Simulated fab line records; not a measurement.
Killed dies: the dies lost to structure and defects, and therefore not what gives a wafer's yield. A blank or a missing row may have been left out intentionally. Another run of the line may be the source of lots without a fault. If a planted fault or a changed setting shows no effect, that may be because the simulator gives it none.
fab line records ; flow sky130
record: lots: 13; wafers: 39; lastDay: 50
route steps=708 shown LI_CONTACT@377 LOCAL_INTERCONNECT@398 CONTACT@416 PAD_OPEN@708
lots that met no fault: from a run of the same line without faults
startH: the number of hours between the record's first day and the start of the first shown wafer of the lot ; waitH: hours elapsed since this lot's preceding step ; " identical to the entry in the row above ; L1.1+2: a row that stands for several wafers ; - value missing, or start not given ; * or withheld: withheld ; < > ~ a bound
route shown NAME@n: names a module that has steps shown in the file, with the first one's number in the route ; usual: mean and standard deviation over wafers with no fault ; same: alike in all rows ; chamber/n: place in a boat ; sites: per-site readings ; _std_site: their standard deviation ; _edge_site: inner sites' mean taken away from outer sites' mean ; radiusMm: for every site, how far away it sits from the centre of the wafer ; mask NAME#n: copy n ; behind: tool/chamber where the wafer was last shaped ; hold: reason for holding the lot/hours on hold/outcome of the hold ; device: which transistor (n, p or np) failed to switch ; end of line: at the end of the route, the tests of the same wafers ; a step given without rows: its recipe and nothing more ; killed: not the wafer's yield, but the dies lost to structure and defects at the first sort ; map: the dies of a wafer, with x for killed, . for not killed, _ for no die there
set.NAME: the run value of the setting; set.NAME@STEP: its run value at that earlier step ; model.NAME: the simulator's own value behind a step, which no gauge read
one table for each step of the route and one row for each wafer, over a sample of lots
services: when a tool's chamber went out of use (startH, in hours from the record's first day, below 0 if earlier), for how many hours, and the reason
== steps ==
step: SKY_LI_CONTACT_ETCH_15
recipe: target: PSG; chemistry: C4F8/O2/Ar; stopOn: Si; taperDeg: 4.15; maskMaterial: KrF-thick; sourceW: 1500; biasW: 1200; pressureMtorr: 40; c4f8FlowSccm: withheld; O2_flow_sccm: 6; Ar_flow_sccm: 300; timeS: withheld; targetDepthA: 6000
usual: oesProductAu: 0.836/0.0047
lot.wafer;tool;chamber;startH;waitH;oesProductAu
L735.3;rieDiel-02;2;675.68;0.0;0.829
L735.4;rieDiel-02;0;675.68;0.0;0.835
L735.5;rieDiel-02;1;675.68;0.0;0.839
L737.2;rieDiel-01;0;684.80;0.0;0.831
L737.4;rieDiel-01;2;684.80;0.0;0.832
L737.5;rieDiel-01;3;684.80;0.0;0.844
L738.4;rieDiel-02;1;694.45;0.0;0.831
L738.5;rieDiel-02;2;694.45;0.0;0.831
L738.6;rieDiel-02;3;694.45;0.0;0.828
L740.3;rieDiel-02;1;719.73;0.0;0.837
L740.4;rieDiel-02;0;719.73;0.0;0.843
L740.5;rieDiel-02;2;719.73;0.0;0.831
L743.3;rieDiel-02;1;742.82;0.0;0.842
L743.5;rieDiel-02;3;742.82;0.0;0.832
L743.6;rieDiel-02;1;742.82;0.0;0.828
L744.1;rieDiel-01;3;749.97;0.0;0.831
L744.4;rieDiel-01;0;749.97;0.0;0.846
L744.6;rieDiel-01;0;749.97;0.0;0.840
L745.4;rieDiel-01;2;757.28;0.0;0.835
L745.5;rieDiel-01;0;757.28;0.0;0.834
L745.6;rieDiel-01;3;757.28;0.0;0.836
L751.1;rieDiel-01;2;803.65;0.0;0.841
L751.5;rieDiel-01;2;803.65;0.0;0.839
L751.6;rieDiel-01;1;803.65;0.0;0.837
L752.1;rieDiel-04;1;812.18;0.0;0.841
L752.5;rieDiel-04;3;812.18;0.0;0.829
L752.6;rieDiel-04;0;812.18;0.0;0.831
L754.1;rieDiel-02;0;826.78;0.0;0.835
L754.4;rieDiel-02;3;826.78;0.0;0.832
L754.6;rieDiel-02;3;826.78;0.0;0.836
L755.2;rieDiel-01;2;834.07;0.0;0.838
L755.3;rieDiel-01;1;834.07;0.0;0.835
L755.5;rieDiel-01;0;834.07;0.0;0.833
L756.2;rieDiel-04;0;836.00;0.0;0.841
L756.5;rieDiel-04;0;836.00;0.0;0.835
L756.6;rieDiel-04;1;836.00;0.0;0.845
L757.1;rieDiel-02;3;848.02;0.0;0.825
L757.2;rieDiel-02;1;848.02;0.0;0.842
L757.5;rieDiel-02;3;848.02;0.0;0.834
step: SKY_LI_CONTACT_RS_MEAS_22
recipe: thkMeasGauge: four-point-probe; reads: W_of_LI_CONTACT_CVD_21+TiN_of_LI_CONTACT_SPUTTER_20+Ti_of_LI_CONTACT_SPUTTER_19
usual: LI_CONTACT_W_RS: 0.284/0.0035
lot.wafer;tool;chamber;startH;waitH;LI_CONTACT_W_RS[ohm/sq]
L735.3;filmMetro-03;-;676.38;0.1;0.284
L735.4;filmMetro-03;-;676.38;0.1;0.284
L735.5;filmMetro-03;-;676.38;0.1;0.285
L737.2;filmMetro-01;-;685.48;0.1;0.279
L737.4;filmMetro-01;-;685.48;0.1;0.284
L737.5;filmMetro-01;-;685.48;0.1;0.283
L738.4;filmMetro-04;-;695.15;0.1;0.285
L738.5;filmMetro-04;-;695.15;0.1;0.280
L738.6;filmMetro-04;-;695.15;0.1;0.287
L740.3;filmMetro-03;-;720.41;0.1;0.282
L740.4;filmMetro-03;-;720.41;0.1;0.283
L740.5;filmMetro-03;-;720.41;0.1;0.281
L743.3;filmMetro-01;-;743.68;0.1;0.286
L743.5;filmMetro-01;-;743.68;0.1;0.290
L743.6;filmMetro-01;-;743.68;0.1;0.280
L744.1;filmMetro-01;-;750.82;0.1;0.283
L744.4;filmMetro-01;-;750.82;0.1;0.278
L744.6;filmMetro-01;-;750.82;0.1;0.284
L745.4;filmMetro-01;-;758.00;0.1;0.285
L745.5;filmMetro-01;-;758.00;0.1;0.285
L745.6;filmMetro-01;-;758.00;0.1;0.285
L751.1;filmMetro-03;-;804.47;0.1;0.284
L751.5;filmMetro-03;-;804.47;0.1;0.287
L751.6;filmMetro-03;-;804.47;0.1;0.285
L752.1;filmMetro-03;-;813.00;0.1;0.279
L752.5;filmMetro-03;-;813.00;0.1;0.280
L752.6;filmMetro-03;-;813.00;0.1;0.281
L754.1;filmMetro-04;-;827.42;0.1;0.285
L754.4;filmMetro-04;-;827.42;0.1;0.284
L754.6;filmMetro-04;-;827.42;0.1;0.284
L755.2;filmMetro-03;-;834.73;0.1;0.281
L755.3;filmMetro-03;-;834.73;0.1;0.280
L755.5;filmMetro-03;-;834.73;0.1;0.282
L756.2;filmMetro-03;-;836.66;0.1;0.292
L756.5;filmMetro-03;-;836.66;0.1;0.289
L756.6;filmMetro-03;-;836.66;0.1;0.292
L757.1;filmMetro-04;-;848.68;0.1;0.287
L757.2;filmMetro-04;-;848.68;0.1;0.291
L757.5;filmMetro-04;-;848.68;0.1;0.287
step: SKY_LOCAL_INTERCONNECT_CD_MEAS_11
recipe: targetCdNm: 170
usual: cdNm: 170.0/1.4
lot.wafer;tool;chamber;startH;waitH;cdNm
L735.3;cdSem-02;-;705.39;-;169.9
L735.4;cdSem-02;-;705.39;-;169.4
L735.5;cdSem-02;-;705.39;-;169.1
L737.2;cdSem-01;-;715.52;-;169.0
L737.4;cdSem-01;-;715.52;-;167.1
L737.5;cdSem-01;-;715.52;-;168.2
L738.4;cdSem-01;-;723.53;-;168.8
L738.5;cdSem-01;-;723.53;-;169.3
L738.6;cdSem-01;-;723.53;-;169.4
L740.3;cdSem-01;-;748.59;-;169.6
L740.4;cdSem-01;-;748.59;-;169.5
L740.5;cdSem-01;-;748.59;-;170.8
L743.3;cdSem-02;-;771.59;-;171.5
L743.5;cdSem-02;-;771.59;-;169.7
L743.6;cdSem-02;-;771.59;-;170.8
L744.1;cdSem-01;-;778.67;-;171.1
L744.4;cdSem-01;-;778.67;-;171.7
L744.6;cdSem-01;-;778.67;-;171.9
L745.4;cdSem-01;-;785.77;-;170.3
L745.5;cdSem-01;-;785.77;-;170.2
L745.6;cdSem-01;-;785.77;-;168.1
L751.1;cdSem-02;-;831.27;-;168.2
L751.5;cdSem-02;-;831.27;-;168.3
L751.6;cdSem-02;-;831.27;-;165.6
L752.1;cdSem-02;-;839.27;-;169.6
L752.5;cdSem-02;-;839.27;-;170.4
L752.6;cdSem-02;-;839.27;-;171.0
L754.1;cdSem-01;-;854.25;-;169.8
L754.4;cdSem-01;-;854.25;-;171.2
L754.6;cdSem-01;-;854.25;-;170.4
L755.2;cdSem-02;-;861.14;-;168.8
L755.3;cdSem-02;-;861.14;-;170.2
L755.5;cdSem-02;-;861.14;-;170.1
L756.2;cdSem-02;-;863.84;-;167.7
L756.5;cdSem-02;-;863.84;-;169.1
L756.6;cdSem-02;-;863.84;-;168.8
L757.1;cdSem-02;-;874.80;-;170.1
L757.2;cdSem-02;-;874.80;-;168.4
L757.5;cdSem-02;-;874.80;-;169.5
step: SKY_CONTACT_SOFTBAKE_10
recipe: tempC: 100; timeS: 90; resist: KrF-thick
usual: chillPlateTempC: 22.97/0.094; runLengthS: 119.26/0.18
lot.wafer;tool;chamber;startH;waitH;chillPlateTempC;runLengthS
L735.3;lithoTrack-01;0;720;-;22.90;119.22
L735.4;lithoTrack-01;0;720;-;23.04;119.32
L735.5;lithoTrack-01;0;721;-;22.98;119.31
L737.2;lithoTrack-02;0;730;-;22.79;119.29
L737.4;lithoTrack-02;0;730;-;22.91;119.24
L737.5;lithoTrack-02;0;730;-;22.90;119.42
L738.4;lithoTrack-03;0;738;-;23.09;119.11
L738.5;lithoTrack-03;0;738;-;22.83;119.14
L738.6;lithoTrack-03;0;738;-;23.03;118.97
L740.3;lithoTrack-01;0;763;-;22.99;119.26
L740.4;lithoTrack-01;0;763;-;22.90;119.24
L740.5;lithoTrack-01;0;763;-;23.00;119.23
L743.3;lithoTrack-03;0;786;-;22.88;132.87
L743.5;lithoTrack-03;0;786;-;22.83;132.98
L743.6;lithoTrack-03;0;786;-;22.86;132.89
L744.1;lithoTrack-03;0;793;-;23.01;132.86
L744.4;lithoTrack-03;0;793;-;22.94;132.83
L744.6;lithoTrack-03;0;793;-;22.82;132.83
L745.4;lithoTrack-01;0;800;-;22.98;119.43
L745.5;lithoTrack-01;0;800;-;23.08;119.41
L745.6;lithoTrack-01;0;800;-;23.02;119.24
L751.1;lithoTrack-01;0;846;-;22.93;119.49
L751.5;lithoTrack-01;0;846;-;23.09;119.48
L751.6;lithoTrack-01;0;846;-;22.99;119.34
L752.1;lithoTrack-02;0;853;-;22.95;119.59
L752.5;lithoTrack-02;0;854;-;23.03;119.27
L752.6;lithoTrack-02;0;854;-;23.07;119.37
L754.1;lithoTrack-03;0;868;-;22.90;119.12
L754.4;lithoTrack-03;0;868;-;22.82;118.95
L754.6;lithoTrack-03;0;868;-;23.05;118.95
L755.2;lithoTrack-03;0;876;-;23.04;119.19
L755.3;lithoTrack-03;0;876;-;23.03;119.00
L755.5;lithoTrack-03;0;876;-;23.01;119.06
L756.2;lithoTrack-02;0;878;-;23.13;119.31
L756.5;lithoTrack-02;0;878;-;22.99;119.32
L756.6;lithoTrack-02;0;878;-;22.96;119.24
L757.1;lithoTrack-02;0;888;-;22.79;119.40
L757.2;lithoTrack-02;0;888;-;22.85;119.39
L757.5;lithoTrack-02;0;888;-;22.81;119.33
step: SKY_PAD_OPEN_PROBE_99
usual: killed_at_M0_to_M3: 43/6.3; killed_at_M4_up: 3.1/1.9; killedAtContacts: 24/5.1; killedAtFrontEnd: 14/4.3; killedAtOther: 0.3/0.53; killedDies: 85/8.8; killedOnRim: 17/3.9; killedOpen: 46/7.1; killedShort: 38/5.9
same: grossDies: 492; killedAtBackSide: 0
lot.wafer;tool;chamber;startH;waitH;killed_at_M0_to_M3;killed_at_M4_up;killedAtContacts;killedAtFrontEnd;killedAtOther;killedDies;killedOnRim;killedOpen;killedShort
L735.3;prober-01;-;1073.93;0.2;39;1;22;10;1;73;15;40;33
L735.4;prober-01;-;1073.98;0.2;46;2;26;18;0;92;19;54;38
L735.5;prober-01;-;1074.03;0.2;47;4;23;9;0;83;16;56;25
L737.2;prober-01;-;1082.82;0.1;49;3;20;14;0;86;14;52;34
L737.4;prober-01;-;1082.92;0.2;45;6;18;13;0;82;15;47;35
L737.5;prober-01;-;1082.97;0.2;40;7;25;12;0;84;17;45;39
L738.4;prober-02;-;1087.70;0.2;46;4;27;14;1;92;21;51;40
L738.5;prober-02;-;1087.75;0.2;38;5;23;19;0;85;21;44;41
L738.6;prober-02;-;1087.80;0.2;42;4;20;9;1;76;14;35;40
L740.3;prober-02;-;1105.66;0.2;42;2;33;13;0;90;15;47;43
L740.4;prober-02;-;1105.71;0.2;51;1;20;14;0;86;17;47;39
L740.5;prober-02;-;1105.76;0.2;50;1;30;13;0;94;19;47;47
L743.3;prober-01;-;1124.88;0.2;43;1;22;15;1;82;17;43;39
L743.5;prober-01;-;1124.98;0.2;39;5;23;7;0;74;15;48;26
L743.6;prober-01;-;1125.03;0.2;46;1;31;18;0;96;14;58;38
L744.1;prober-02;-;1127.54;0.1;53;4;26;10;0;93;20;52;41
L744.4;prober-02;-;1127.69;0.2;49;3;13;15;0;80;21;47;32
L744.6;prober-02;-;1127.79;0.2;40;3;32;19;1;95;28;45;49
L745.4;prober-01;-;1132.72;0.2;56;3;26;7;0;92;18;54;38
L745.5;prober-01;-;1132.77;0.2;51;1;22;6;0;80;15;53;27
L745.6;prober-01;-;1132.82;0.2;42;0;31;21;0;94;16;54;40
L751.1;prober-01;-;1167.17;0.1;41;3;16;18;0;78;15;39;39
L751.5;prober-01;-;1167.37;0.2;42;2;25;15;0;84;14;40;44
L751.6;prober-01;-;1167.42;0.2;36;3;21;12;0;72;10;41;31
L752.1;prober-02;-;1172.55;0.1;41;1;21;16;1;80;16;46;33
L752.5;prober-02;-;1172.75;0.2;39;1;26;12;1;79;20;35;43
L752.6;prober-02;-;1172.80;0.2;41;3;19;17;1;81;14;35;46
L754.1;prober-02;-;1180.79;0.1;36;3;22;9;0;70;10;42;28
L754.4;prober-02;-;1180.94;0.2;44;1;23;19;0;87;15;49;38
L754.6;prober-02;-;1181.04;0.2;47;3;19;14;0;83;16;47;36
L755.2;prober-01;-;1186.45;0.1;28;10;23;14;0;75;12;35;39
L755.3;prober-01;-;1186.50;0.2;51;2;25;17;0;95;10;54;40
L755.5;prober-01;-;1186.60;0.2;55;3;24;14;1;97;19;52;44
L756.2;prober-02;-;1187.95;0.1;37;3;28;5;1;74;18;39;34
L756.5;prober-02;-;1188.10;0.2;45;1;32;18;1;97;13;47;50
L756.6;prober-02;-;1188.15;0.2;43;1;38;8;0;90;23;46;43
L757.1;prober-02;-;1192.93;0.1;57;2;27;18;1;105;22;49;56
L757.2;prober-02;-;1192.98;0.1;56;1;27;15;0;99;24;58;41
L757.5;prober-02;-;1193.13;0.2;32;2;22;16;0;72;10;43;29
killed by level:class
L735.3 VIA1:geometricParticle:open=10 CONTACT:geometricParticle:open=7 LI_CONTACT:geometricParticle:open=6 VIA2:geometricParticle:open=6 FIELD_ISO:geometricParticle:short=5 METAL3:geometricParticle:short=5 METAL1:geometricParticle:short=5 CONTACT:geometricParticle:short=4
L735.4 VIA2:geometricParticle:open=9 CONTACT:geometricParticle:open=8 VIA1:geometricParticle:open=8 VIA3:geometricParticle:open=8 LI_CONTACT:geometricParticle:open=7 FIELD_ISO:geometricParticle:open=6 CONTACT:geometricParticle:short=6 METAL1:geometricParticle:short=5
L735.5 VIA1:geometricParticle:open=16 CONTACT:geometricParticle:open=12 VIA3:geometricParticle:open=8 VIA2:geometricParticle:open=5 FIELD_ISO:geometricParticle:open=4 LI_CONTACT:geometricParticle:open=4 METAL1:geometricParticle:short=4 VIA1:geometricParticle:short=4
L737.2 VIA1:geometricParticle:open=12 CONTACT:geometricParticle:open=10 VIA3:geometricParticle:open=7 VIA1:geometricParticle:short=5 VIA2:geometricParticle:open=5 METAL1:geometricParticle:short=5 VIA3:geometricParticle:short=5 FIELD_ISO:geometricParticle:open=4
L737.4 VIA1:geometricParticle:open=12 VIA3:geometricParticle:open=8 CONTACT:geometricParticle:open=6 VIA2:geometricParticle:open=6 METAL3:geometricParticle:short=6 METAL4:geometricParticle:short=5 POLY_GATE:geometricParticle:short=4 LI_CONTACT:geometricParticle:open=4
L737.5 LI_CONTACT:geometricParticle:open=13 VIA1:geometricParticle:open=7 VIA2:geometricParticle:open=7 VIA3:geometricParticle:open=7 CONTACT:geometricParticle:open=6 METAL4:geometricParticle:short=6 CONTACT:geometricParticle:short=5 METAL3:geometricParticle:short=5
L738.4 VIA1:geometricParticle:open=13 CONTACT:geometricParticle:open=10 LOCAL_INTERCONNECT:geometricParticle:short=7 FIELD_ISO:geometricParticle:short=6 LI_CONTACT:geometricParticle:open=6 VIA3:geometricParticle:open=6 VIA1:geometricParticle:short=5 METAL1:geometricParticle:short=5
L738.5 LI_CONTACT:geometricParticle:open=9 VIA3:geometricParticle:open=9 VIA1:geometricParticle:open=8 POLY_GATE:geometricParticle:short=6 METAL1:geometricParticle:short=6 CONTACT:geometricParticle:open=5 VIA2:geometricParticle:open=4 VIA3:geometricParticle:short=4
L738.6 LI_CONTACT:geometricParticle:open=9 METAL1:geometricParticle:short=7 VIA3:geometricParticle:open=6 VIA1:geometricParticle:open=5 VIA2:geometricParticle:short=5 VIA2:geometricParticle:open=5 CONTACT:geometricParticle:short=4 METAL2:geometricParticle:short=4
L740.3 CONTACT:geometricParticle:open=10 LI_CONTACT:geometricParticle:open=9 METAL1:geometricParticle:short=8 CONTACT:geometricParticle:short=6 VIA1:geometricParticle:short=6 VIA2:geometricParticle:open=6 VIA3:geometricParticle:open=6 LOCAL_INTERCONNECT:geometricParticle:short=5
L740.4 CONTACT:geometricParticle:open=9 VIA3:geometricParticle:open=9 VIA2:geometricParticle:open=9 VIA1:geometricParticle:open=8 METAL2:geometricParticle:short=7 METAL1:geometricParticle:short=5 METAL3:geometricParticle:short=5 CONTACT:geometricParticle:short=4
L740.5 VIA1:geometricParticle:open=11 LI_CONTACT:geometricParticle:open=9 CONTACT:geometricParticle:open=8 METAL2:geometricParticle:short=7 LOCAL_INTERCONNECT:geometricParticle:short=6 METAL1:geometricParticle:short=6 VIA2:geometricParticle:short=6 VIA3:geometricParticle:open=6
L743.3 VIA1:geometricParticle:open=11 CONTACT:geometricParticle:open=8 METAL1:geometricParticle:short=7 VIA3:geometricParticle:open=7 POLY_GATE:geometricParticle:short=6 LI_CONTACT:geometricParticle:open=6 POLY_GATE:geometricParticle:open=5 LI_CONTACT:geometricParticle:short=5
L743.5 VIA1:geometricParticle:open=12 CONTACT:geometricParticle:open=9 CONTACT:geometricParticle:short=7 VIA2:geometricParticle:open=6 VIA3:geometricParticle:open=6 LI_CONTACT:geometricParticle:open=5 METAL2:geometricParticle:short=5 METAL4:geometricParticle:short=4
L743.6 CONTACT:geometricParticle:open=16 VIA3:geometricParticle:open=8 POLY_GATE:geometricParticle:open=7 VIA1:geometricParticle:open=7 VIA2:geometricParticle:open=7 CONTACT:geometricParticle:short=6 METAL1:geometricParticle:short=6 LI_CONTACT:geometricParticle:open=5
L744.1 VIA1:geometricParticle:open=13 CONTACT:geometricParticle:open=11 METAL1:geometricParticle:short=9 METAL2:geometricParticle:short=9 VIA2:geometricParticle:open=8 FIELD_ISO:geometricParticle:open=5 LOCAL_INTERCONNECT:geometricParticle:short=5 LI_CONTACT:geometricParticle:open=5
L744.4 VIA1:geometricParticle:open=13 VIA1:geometricParticle:short=8 CONTACT:geometricParticle:open=8 VIA2:geometricParticle:open=6 METAL1:geometricParticle:short=6 FIELD_ISO:geometricParticle:open=5 VIA2:geometricParticle:short=5 POLY_GATE:geometricParticle:short=4
L744.6 LI_CONTACT:geometricParticle:open=10 CONTACT:geometricParticle:open=10 METAL1:geometricParticle:short=10 VIA1:geometricParticle:open=8 POLY_GATE:geometricParticle:short=6 VIA3:geometricParticle:open=6 LOCAL_INTERCONNECT:geometricParticle:short=6 FIELD_ISO:geometricParticle:short=5
L745.4 VIA1:geometricParticle:open=12 CONTACT:geometricParticle:open=11 VIA3:geometricParticle:open=10 CONTACT:geometricParticle:short=7 VIA1:geometricParticle:short=7 LI_CONTACT:geometricParticle:open=5 VIA2:geometricParticle:open=5 METAL1:geometricParticle:short=5
L745.5 VIA1:geometricParticle:open=15 CONTACT:geometricParticle:open=12 VIA2:geometricParticle:open=10 VIA3:geometricParticle:open=6 METAL2:geometricParticle:short=5 VIA3:geometricParticle:short=4 LI_CONTACT:geometricParticle:open=3 CONTACT:geometricParticle:short=3
L745.6 CONTACT:geometricParticle:open=14 VIA2:geometricParticle:open=10 CONTACT:geometricParticle:short=9 FIELD_ISO:geometricParticle:short=7 METAL2:geometricParticle:short=7 VIA3:geometricParticle:open=6 VIA1:geometricParticle:open=5 FIELD_ISO:geometricParticle:open=4
L751.1 VIA1:geometricParticle:open=7 FIELD_ISO:geometricParticle:open=6 VIA1:geometricParticle:short=6 VIA2:geometricParticle:open=6 CONTACT:geometricParticle:open=5 METAL2:geometricParticle:short=5 LI_CONTACT:geometricParticle:open=4 CONTACT:geometricParticle:short=4
L751.5 CONTACT:geometricParticle:open=8 VIA2:geometricParticle:open=8 VIA1:geometricParticle:open=6 LI_CONTACT:geometricParticle:open=5 LI_CONTACT:geometricParticle:short=5 VIA3:geometricParticle:open=5 METAL2:geometricParticle:short=5 POLY_GATE:geometricParticle:short=4
L751.6 CONTACT:geometricParticle:open=10 VIA1:geometricParticle:open=10 VIA1:geometricParticle:short=6 VIA3:geometricParticle:open=6 FIELD_ISO:geometricParticle:short=4 LI_CONTACT:geometricParticle:open=4 VIA2:geometricParticle:open=4 CONTACT:geometricParticle:short=3
L752.1 VIA1:geometricParticle:open=10 LI_CONTACT:geometricParticle:open=7 CONTACT:geometricParticle:open=7 VIA3:geometricParticle:open=7 VIA2:geometricParticle:open=6 FIELD_ISO:geometricParticle:short=5 POLY_GATE:geometricParticle:short=4 LOCAL_INTERCONNECT:geometricParticle:short=4
L752.5 VIA1:geometricParticle:open=12 VIA3:geometricParticle:open=7 FIELD_ISO:geometricParticle:short=6 LI_CONTACT:geometricParticle:short=6 LI_CONTACT:geometricParticle:open=6 CONTACT:geometricParticle:short=5 LOCAL_INTERCONNECT:geometricParticle:short=5 METAL2:geometricParticle:short=5
L752.6 VIA1:geometricParticle:open=9 METAL2:geometricParticle:short=8 LI_CONTACT:geometricParticle:open=6 CONTACT:geometricParticle:short=6 METAL1:geometricParticle:short=5 VIA1:geometricParticle:short=5 FIELD_ISO:geometricParticle:short=4 POLY_GATE:geometricParticle:short=4
L754.1 VIA1:geometricParticle:open=11 CONTACT:geometricParticle:open=7 LI_CONTACT:geometricParticle:open=6 VIA3:geometricParticle:open=5 CONTACT:geometricParticle:short=4 METAL1:geometricParticle:short=4 METAL3:geometricParticle:short=4 VIA3:geometricParticle:short=4
L754.4 VIA1:geometricParticle:open=9 CONTACT:geometricParticle:short=7 LI_CONTACT:geometricParticle:open=7 VIA2:geometricParticle:open=7 METAL2:geometricParticle:short=6 VIA3:geometricParticle:open=6 CONTACT:geometricParticle:open=6 POLY_GATE:geometricParticle:short=5
L754.6 VIA1:geometricParticle:open=13 CONTACT:geometricParticle:open=9 METAL1:geometricParticle:short=7 VIA2:geometricParticle:open=7 VIA3:geometricParticle:open=7 POLY_GATE:geometricParticle:open=5 LOCAL_INTERCONNECT:geometricParticle:short=4 METAL2:geometricParticle:short=4
L755.2 CONTACT:geometricParticle:open=12 METAL4:geometricParticle:short=8 VIA1:geometricParticle:short=6 POLY_GATE:geometricParticle:open=4 CONTACT:geometricParticle:short=4 VIA1:geometricParticle:open=4 VIA2:geometricParticle:open=4 VIA3:geometricParticle:short=4
L755.3 METAL1:geometricParticle:short=11 LI_CONTACT:geometricParticle:open=11 CONTACT:geometricParticle:open=10 VIA1:geometricParticle:open=9 VIA2:geometricParticle:open=6 FIELD_ISO:geometricParticle:short=5 VIA3:geometricParticle:open=5 VIA3:geometricParticle:short=5
L755.5 VIA1:geometricParticle:open=10 VIA3:geometricParticle:open=9 VIA1:geometricParticle:short=9 LI_CONTACT:geometricParticle:open=7 VIA2:geometricParticle:open=7 FIELD_ISO:geometricParticle:open=6 CONTACT:geometricParticle:short=5 METAL1:geometricParticle:short=5
L756.2 CONTACT:geometricParticle:open=10 CONTACT:geometricParticle:short=9 VIA3:geometricParticle:open=7 VIA2:geometricParticle:open=6 LI_CONTACT:geometricParticle:open=5 VIA1:geometricParticle:short=5 VIA1:geometricParticle:open=5 METAL1:geometricParticle:short=3
L756.5 CONTACT:geometricParticle:open=11 VIA3:geometricParticle:open=8 VIA1:geometricParticle:open=8 CONTACT:geometricParticle:short=8 VIA1:geometricParticle:short=8 FIELD_ISO:geometricParticle:short=6 LI_CONTACT:geometricParticle:open=6 VIA2:geometricParticle:open=6
L756.6 CONTACT:geometricParticle:open=12 LI_CONTACT:geometricParticle:open=11 VIA1:geometricParticle:open=10 METAL2:geometricParticle:short=9 LOCAL_INTERCONNECT:geometricParticle:short=6 VIA2:geometricParticle:open=5 LI_CONTACT:geometricParticle:short=4 CONTACT:geometricParticle:short=4
L757.1 CONTACT:geometricParticle:open=10 VIA2:geometricParticle:open=10 VIA2:geometricParticle:short=9 METAL2:geometricParticle:short=8 VIA3:geometricParticle:open=7 VIA1:geometricParticle:open=7 VIA1:geometricParticle:short=7 LOCAL_INTERCONNECT:geometricParticle:short=6
L757.2 CONTACT:geometricParticle:open=14 VIA1:geometricParticle:open=14 METAL2:geometricParticle:short=11 METAL1:geometricParticle:short=8 LI_CONTACT:geometricParticle:open=8 VIA1:geometricParticle:short=6 POLY_GATE:geometricParticle:open=5 VIA2:geometricParticle:open=5
L757.5 CONTACT:geometricParticle:open=7 LI_CONTACT:geometricParticle:open=6 METAL1:geometricParticle:short=6 VIA1:geometricParticle:open=6 VIA3:geometricParticle:open=6 POLY_GATE:geometricParticle:open=5 FIELD_ISO:geometricParticle:short=4 LOCAL_INTERCONNECT:geometricParticle:short=4
== services ==
tool;chamber;startH;hours;kind
rieDiel-02;3;674.76;8.8;repair
rieDiel-01;3;687.03;7.5;repair
rieDiel-04;1;689.63;-;clean
rieDiel-04;1;689.63;15.9;scheduledDown
rieDiel-04;1;689.63;15.9;ventCycle
rieDiel-02;0;719.92;-;clean
rieDiel-02;0;719.92;23.7;scheduledDown
rieDiel-02;0;719.92;23.7;ventCycle
rieDiel-04;1;725.85;12.6;repair
rieDiel-04;-;741.43;2.8;pm
rieDiel-02;3;764.69;3.4;repair
rieDiel-01;3;795.34;8.8;repair
rieDiel-04;1;800.22;8.2;repair
rieDiel-04;2;842.39;7.5;repair
rieDiel-04;2;854.87;1.9;repair
rieDiel-04;2;856.77;-;clean
rieDiel-04;2;856.77;25.1;scheduledDown
rieDiel-04;2;856.77;25.1;ventCycle
rieDiel-04;1;861.82;5.2;repair
lithoTrack-02;-;869.41;-;consumableReplace:filter
rieDiel-04;0;880.77;4.7;repair
== key ==
firstSign: step: SKY_CONTACT_SOFTBAKE_10; reading: runLengthS; direction: up; sigmas: 77; usual: *; struck: *
effect none on later readings
metAt SKY_CONTACT_SOFTBAKE_10
struckLots L743,L744
testerLeftOut L743,L744
notActingAt SKY_LI_CONTACT_ETCH_15,SKY_LI_CONTACT_RS_MEAS_22,SKY_LOCAL_INTERCONNECT_CD_MEAS_11
onsetBetween 738 786
fault: kind: processParameterDrift; tool: lithoTrack-03; chamber: -; onsetH: 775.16; steps: SKY_CONTACT_SOFTBAKE_10; channel: timeS; offset: *; shape: step; endH: 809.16; actsIn: *; stated: *
testerLeftOut: of these lots the tester's yield and bins aren't shown, on N5 and GAA mostly nor the transistor test; their killed dies are dies lost to structure and defects alone, not to doping, threshold or leakage, so they don't give the yield
